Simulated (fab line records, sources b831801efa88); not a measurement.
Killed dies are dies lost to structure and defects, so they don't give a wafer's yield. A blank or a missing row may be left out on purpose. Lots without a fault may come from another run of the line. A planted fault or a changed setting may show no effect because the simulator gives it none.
Which tool did it? | flow sky130 | 15 lots, 45 wafers sampled, at 1 step of a route of 708

WHAT THE GAUGES READ, wafer by wafer
SKY_VIA4_OVL_MEAS_11.
lot  | measured     | on         | VIA4_OVL (nm)
L739 | day 42 19:00 | overlay-01 | 0.0 -0.4 0.3
L741 | day 43 07:41 | overlay-02 | -0.3 -1.3 -0.4
L742 | day 44 00:17 | overlay-02 | -1.4 1.3 0.6
L743 | day 44 00:23 | overlay-01 | 1.0 -0.3 0.6
L744 | day 44 07:41 | overlay-02 | -3.6 -3.5 -3.0
L746 | day 44 22:29 | overlay-01 | -1.2 0.2 0.7
L747 | day 45 16:59 | overlay-01 | 1.2 0.9 1.1
L752 | day 47 06:08 | overlay-02 | -1.5 -1.2 -2.2
L753 | day 47 07:27 | overlay-01 | -0.9 0.6 -1.1
L754 | day 47 07:50 | overlay-01 | -0.6 0.4 0.5
L756 | day 47 11:32 | overlay-02 | 0.9 0.7 -0.6
L757 | day 47 16:39 | overlay-02 | -1.5 -1.3 -0.8
L759 | day 48 13:41 | overlay-01 | -1.4 -1.1 -0.8
L760 | day 48 14:35 | overlay-02 | 2.5 1.2 1.3
L761 | day 48 19:49 | overlay-02 | 1.2 2.2 1.1

WHICH TOOL RAN EACH LOT (tool, then ch and the chambers of the sampled wafers, then the start)
The record holds no process step before these readings.

WHAT THE TOOLS THEMSELVES READ (means of the sampled wafers that have a number; where no wafer has one, the mark that the record gives instead)
The record holds no such reading with a usual standard deviation.

THE ANSWER, worked out from the rows above alone
Rule: what is usual is taken from the lots themselves. Put in order of their means at a reading, lots are off if they are a third of the lots or fewer, leave a main group of 4 or more, and stand apart from it by a gap of 3 or more times the standard deviation of the main group's means; of several such gaps the widest counts. A main group whose means are all the same, to the digits that the tables above print for the reading, isn't used. A lot without any number at a reading at which 4 lots or more have one is off too. The other lots that the step has rows for count as sound. The gauges are gone through in route order, then the tools' own readings, and for those a lot's mean is taken as printed above. The first step at which some lot is off is used, and at that step the reading that is off furthest; a lot without a number counts as furthest.
No lot is off at any reading shown: from this, nothing can be told.

WHAT THE SIMULATOR HAD PUT IN
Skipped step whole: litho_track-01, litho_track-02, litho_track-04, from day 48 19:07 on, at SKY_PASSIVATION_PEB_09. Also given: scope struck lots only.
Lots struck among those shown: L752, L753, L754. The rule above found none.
